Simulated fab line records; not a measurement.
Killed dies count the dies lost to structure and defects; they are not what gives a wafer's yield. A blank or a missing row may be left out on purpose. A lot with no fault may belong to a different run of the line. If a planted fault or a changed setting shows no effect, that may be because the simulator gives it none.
Which tool is to blame? -- flow sky130 -- 13 lots with 39 wafers sampled at 4 steps, on a route of 708 steps

WHAT EACH GAUGE READ, for each wafer
SKY_LDD_LDN_TW_MEAS_13.
lot,measured,on,LDD_LDN_TW
L700,day 22 17:01,film-metro-02,1464 1480 1482
L702,day 23 16:43,film-metro-03,1474 1474 1469
L705,day 24 20:34,film-metro-03,1476 1490 1486
L703,day 24 21:25,film-metro-02,1484 1468 1470
L704,day 25 00:32,film-metro-03,1481 1492 1479
L706,day 25 09:28,film-metro-02,1481 1484 1481
L711,day 27 02:23,film-metro-03,1585 1586 1587
L715,day 28 08:59,film-metro-03,1571 1575 1576
L719,day 29 05:46,film-metro-03,1489 1490 1485
L720,day 30 02:34,film-metro-02,1494 1485 1487
L721,day 30 12:07,film-metro-03,1476 1476 1484
L722,day 30 18:10,film-metro-02,1494 1495 1499
L723,day 31 04:43,film-metro-03,1484 1482 1483

SKY_CONTACT_THK_MEAS_26: measures by xrf.
lot,measured,on,CONTACT_W_THK (nm)
L700,day 31 11:28,film-metro-02,337 333 339
L702,day 32 10:20,film-metro-03,341 338 340
L705,day 33 09:42,film-metro-01,343 337 338
L703,day 33 12:08,film-metro-02,335 337 339
L704,day 33 12:33,film-metro-03,340 343 337
L706,day 33 22:34,film-metro-03,333 336 334
L711,day 35 10:25,film-metro-01,337 342 343
L715,day 36 13:36,film-metro-03,339 335 337
L719,day 37 10:46,film-metro-03,328 339 332
L720,day 38 04:49,film-metro-01,345 345 348
L721,day 38 15:01,film-metro-01,339 337 341
L722,day 38 19:43,film-metro-01,337 340 343
L723,day 39 05:21,film-metro-03,333 333 327

SKY_CAPM_THK_MEAS_01.
lot,measured,on,CAPM_CVD_00_THK (nm)
L700,day 36 05:59,film-metro-04,15.17 15.36 15.64
L702,day 37 03:10,film-metro-02,15.26 15.62 15.61
L705,day 38 03:05,film-metro-02,15.20 15.26 15.60
L703,day 38 03:34,film-metro-02,15.56 15.04 15.53
L704,day 38 05:01,film-metro-03,15.31 15.46 15.39
L706,day 38 14:46,film-metro-04,15.59 15.50 16.09
L711,day 39 23:18,film-metro-02,15.26 15.64 15.54
L715,day 41 01:44,film-metro-02,15.33 15.71 16.19
L719,day 41 21:19,film-metro-04,15.29 15.18 15.67
L720,day 42 14:00,film-metro-04,15.26 15.41 16.10
L721,day 42 22:52,film-metro-02,15.38 15.41 15.54
L722,day 43 03:23,film-metro-04,15.87 15.45 15.84
L723,day 43 12:53,film-metro-02,15.39 15.14 15.89

EACH LOT AND THE TOOL THAT RAN IT (in order: tool; ch and the chambers of the sampled wafers; start)
lot,SKY_LDD_LDN_IMPLANT_09
L700,"implanter-02 ch 0, day 22 16:28"
L702,"implanter-03 ch 0, day 23 16:10"
L705,"implanter-02 ch 0, day 24 20:01"
L703,"implanter-04 ch 0, day 24 20:52"
L704,"implanter-02 ch 0, day 25 00:01"
L706,"implanter-02 ch 0, day 25 08:55"
L711,"implanter-03 ch 0, day 27 01:32"
L715,"implanter-04 ch 0, day 28 08:07"
L719,"implanter-03 ch 0, day 29 05:14"
L720,"implanter-03 ch 0, day 30 02:02"
L721,"implanter-02 ch 0, day 30 11:35"
L722,"implanter-04 ch 0, day 30 17:37"
L723,"implanter-04 ch 0, day 31 04:11"
- SKY_LDD_LDN_IMPLANT_09

WHAT THE TOOLS THEMSELVES READ (means of the sampled wafers that have a number; where no wafer has one, the mark that the record gives instead)
The record holds no such reading with a usual standard deviation.

THE ANSWER, worked out from the rows above alone
Rule: the lots themselves supply what counts as usual. The widest of any qualifying gaps counts: lots, ordered by their means at a reading, are off when they make up no more than a third of the lots, leave a main group of 4 or more, and stand apart from it by 3 or more times the standard deviation of that group's means. The tables above print the reading to a certain number of digits; a main group whose means all agree to those digits is not used. Also off: a lot with no number at a reading for which 4 or more lots have one. The other lots that the step has rows for count as sound. Order of review: gauges by route order, followed by the tools' own readings, for which a lot's mean as printed above is used. The first step at which some lot is off is used, and at that step the reading that is off furthest; a lot without a number counts as furthest.
Off: at SKY_LDD_LDN_TW_MEAS_13 (LDD_LDN_TW), L711, L715. The main group has a mean of 1482 with a standard deviation of 6.7.
If a tool, at a process step before that reading, ran all the lots that are off and no sound lot after the first of them, it fits. Gauges at SKY_LDD_LDN_TW_MEAS_13: tried the same way as those tools. Of those tried, none fits.

WHAT THE SIMULATOR HAD INSERTED
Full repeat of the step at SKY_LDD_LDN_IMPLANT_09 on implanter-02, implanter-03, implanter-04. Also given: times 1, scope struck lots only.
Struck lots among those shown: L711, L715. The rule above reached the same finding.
